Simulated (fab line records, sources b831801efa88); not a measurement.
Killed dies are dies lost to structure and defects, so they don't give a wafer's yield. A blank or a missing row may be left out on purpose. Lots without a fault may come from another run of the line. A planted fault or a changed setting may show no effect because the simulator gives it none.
Which tool did it? | flow sky130 | 12 lots, 36 wafers sampled, at 4 steps of a route of 708

WHAT THE GAUGES READ, wafer by wafer
SKY_LDD_HVP_OVL_MEAS_07. Usual: LDD_HVP_OVL -0.7 nm, standard deviation 1.5.
lot  | measured     | on         | LDD_HVP_OVL (nm) | flag
L358 | day 21 10:18 | overlay-01 | -2.3 -4.8 0.1    |
L359 | day 21 22:03 | overlay-01 | 3.3 0.2 3.3      |
L361 | day 22 10:49 | overlay-02 | -1.8 -1.0 -0.6   |
L362 | day 22 20:31 | overlay-02 | -2.8 -2.0 -1.7   |
L364 | day 23 16:04 | overlay-02 | -1.6 0.3 -0.8    |
L366 | day 24 06:58 | overlay-01 | -2.3 1.2 0.0     |
L376 | day 28 21:19 | overlay-02 | 1.0 0.4 0.0      |
L375 | day 28 22:22 | overlay-01 | 1.1 -0.4 -0.4    |
L379 | day 29 02:28 | overlay-01 | -0.2 -0.7 0.0    |
L378 | day 29 03:22 | overlay-01 | 0.4 1.3 0.5      |
L380 | day 29 05:40 | overlay-01 | 0.3 1.3 0.6      |
L381 | day 29 19:43 | overlay-02 | -3.8 -3.0 -3.2   |

WHICH TOOL RAN EACH LOT (tool, then ch and the chambers of the sampled wafers, then the start)
lot  | SKY_DNWELL_STRIP_08                 | SKY_NWELL_RTA_28                 | SKY_VT_ADJUST_HVTP_IMPLANT_09
L358 | plasma_asher-04 ch 0,1, day 3 01:39 | rtp_anneal-02 ch 0, day 5 04:10  | implanter-01 ch 0, day 5 22:28
L359 | plasma_asher-02 ch 0,1, day 3 07:30 | rtp_anneal-01 ch 0, day 5 10:25  | implanter-01 ch 0, day 6 04:25
L361 | plasma_asher-01 ch 0,1, day 3 17:07 | rtp_anneal-02 ch 0, day 5 22:01  | implanter-02 ch 0, day 6 16:14
L362 | plasma_asher-02 ch 0,1, day 4 00:11 | rtp_anneal-02 ch 0, day 6 04:59  | implanter-02 ch 0, day 6 23:13
L364 | plasma_asher-04 ch 0,1, day 4 12:56 | rtp_anneal-01 ch 0, day 6 19:21  | implanter-02 ch 0, day 7 15:19
L366 | plasma_asher-02 ch 0,1, day 4 22:06 | rtp_anneal-01 ch 0, day 7 05:29  | implanter-01 ch 0, day 8 01:46
L376 | plasma_asher-02 ch 0,1, day 7 14:28 | rtp_anneal-01 ch 0, day 10 05:05 | implanter-01 ch 0, day 11 04:17
L375 | plasma_asher-04 ch 0,1, day 7 14:48 | rtp_anneal-02 ch 0, day 10 06:07 | implanter-01 ch 0, day 11 04:58
L379 | plasma_asher-01 ch 1, day 7 22:25   | rtp_anneal-01 ch 0, day 10 15:16 | implanter-04 ch 0, day 11 13:57
L378 | plasma_asher-04 ch 0,1, day 7 22:36 | rtp_anneal-02 ch 0, day 10 15:35 | implanter-04 ch 0, day 11 14:38
L380 | plasma_asher-04 ch 0, day 8 06:16   | rtp_anneal-02 ch 0, day 11 00:14 | implanter-02 ch 0, day 11 23:33
L381 | plasma_asher-02 ch 0,1, day 8 13:12 | rtp_anneal-01 ch 0, day 11 07:08 | implanter-02 ch 0, day 12 07:14
- SKY_DNWELL_STRIP_08: strips in O2/N2.
- SKY_NWELL_RTA_28: time 30 s.
- SKY_VT_ADJUST_HVTP_IMPLANT_09

WHAT THE TOOLS THEMSELVES READ (means of the sampled wafers that have a number; where no wafer has one, the mark that the record gives instead)
SKY_DNWELL_STRIP_08. Usual: drypump_motor_current_A 5.51 A, standard deviation 0.19; oes_product_au 0.722 a.u., standard deviation 0.0043; strip_time_to_endpoint_s 36.96 s, standard deviation 0.11.
lot  | tool            | drypump_motor_current_A (A) | oes_product_au (a.u.) | strip_time_to_endpoint_s (s) | flag
L358 | plasma_asher-04 | 5.47                        | 0.724                 | 36.87                        |
L359 | plasma_asher-02 | 5.74                        | 0.723                 | 37.16                        |
L361 | plasma_asher-01 | 5.32                        | 0.725                 | 36.90                        |
L362 | plasma_asher-02 | 5.65                        | 0.724                 | 36.79                        |
L364 | plasma_asher-04 | 5.49                        | 0.721                 | 36.99                        |
L366 | plasma_asher-02 | 5.65                        | 0.719                 | 37.00                        |
L376 | plasma_asher-02 | 5.74                        | 0.727                 | 36.91                        |
L375 | plasma_asher-04 | 5.45                        | 0.723                 | 37.01                        |
L379 | plasma_asher-01 | 5.32                        | 0.720                 | 36.85                        |
L378 | plasma_asher-04 | 5.56                        | 0.723                 | 37.06                        |
L380 | plasma_asher-04 | 5.59                        | 0.723                 | 36.88                        |
L381 | plasma_asher-02 | 5.65                        | 0.723                 | 36.97                        |

SKY_NWELL_RTA_28. Usual: anneal_temp_c_max 1056.3, standard deviation 1.4; chamber_o2_ppm 2.003, standard deviation 0.022; lamp_power_pct 25.30 %, standard deviation 0.049; ramp_down_c_per_s 89.998, standard deviation 0.017; wafer_temp_C_max 1054.8, standard deviation 0.98.
lot  | tool          | anneal_temp_c_max | chamber_o2_ppm | lamp_power_pct (%) | ramp_down_c_per_s | wafer_temp_C_max | flag
L358 | rtp_anneal-02 | 1055.4            | 1.956          | 25.26              | 89.995            | 1054.7           |
L359 | rtp_anneal-01 | 1055.7            | 2.023          | 25.30              | 89.977            | 1054.8           |
L361 | rtp_anneal-02 | 1058.0            | 2.041          | 25.29              | 89.992            | 1055.1           |
L362 | rtp_anneal-02 | 1057.7            | 2.015          | 25.30              | 90.000            | 1053.4           |
L364 | rtp_anneal-01 | 1054.2            | 2.010          | 25.33              | 90.013            | 1054.1           |
L366 | rtp_anneal-01 | 1055.7            | 2.044          | 25.30              | 89.996            | 1053.8           |
L376 | rtp_anneal-01 | 1056.3            | 1.983          | 25.31              | 89.986            | 1054.9           |
L375 | rtp_anneal-02 | 1055.7            | 2.000          | 25.31              | 90.010            | 1054.6           |
L379 | rtp_anneal-01 | 1055.7            | 1.990          | 25.31              | 90.005            | 1054.8           |
L378 | rtp_anneal-02 | 1056.7            | 1.998          | 25.34              | 89.991            | 1055.4           |
L380 | rtp_anneal-02 | 1056.6            | 1.996          | 25.31              | 89.990            | 1054.8           |
L381 | rtp_anneal-01 | 1055.5            | 2.011          | 25.26              | 89.979            | 1054.9           |

SKY_VT_ADJUST_HVTP_IMPLANT_09. Usual: beam_energy_keV 150.00, standard deviation 0.046.
lot  | tool         | beam_energy_keV | flag
L358 | implanter-01 | 150.00          |
L359 | implanter-01 | 149.99          |
L361 | implanter-02 | 150.01          |
L362 | implanter-02 | 150.03          |
L364 | implanter-02 | 149.98          |
L366 | implanter-01 | 149.98          |
L376 | implanter-01 | 155.45          | OFF
L375 | implanter-01 | 155.51          | OFF
L379 | implanter-04 | 150.04          |
L378 | implanter-04 | 149.97          |
L380 | implanter-02 | 150.06          |
L381 | implanter-02 | 150.02          |

THE ANSWER, worked out from the rows above alone
Rule: a lot is off if the mean of its wafers that have a number lies more than 3 standard deviations from the usual mean. A lot without any number at a reading at which 4 lots or more have one is off too. The other lots that the step has rows for count as sound. The gauges are gone through in route order, then the tools' own readings, and for those a lot's mean is taken as printed above. The first step at which some lot is off is used, and at that step the reading that is off furthest; a lot without a number counts as furthest.
Off: L376, L375, at SKY_VT_ADJUST_HVTP_IMPLANT_09 (beam_energy_keV).
A tool fits if, at that step or a process step before it, it ran every lot that is off, and no sound lot after the first of them. One fits: implanter-01 at SKY_VT_ADJUST_HVTP_IMPLANT_09. Its last sound lot is L366 (day 8 01:46), its first lot that is off L376 (day 11 04:17): a fault that began between those two fits.
The tool's own readings at SKY_VT_ADJUST_HVTP_IMPLANT_09 bear it out: on the lots that are off they differ by more than 5 times the standard deviation of the sound lots' means. beam_energy_keV reads 155.48 there against 150.01 on the sound lots.

WHAT THE SIMULATOR HAD PUT IN
Process parameter drift: implanter-01, from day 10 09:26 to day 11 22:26, at SKY_VT_ADJUST_HVTP_IMPLANT_09. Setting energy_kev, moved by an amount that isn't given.
Lots struck among those shown: L376, L375. The rule above found the same.
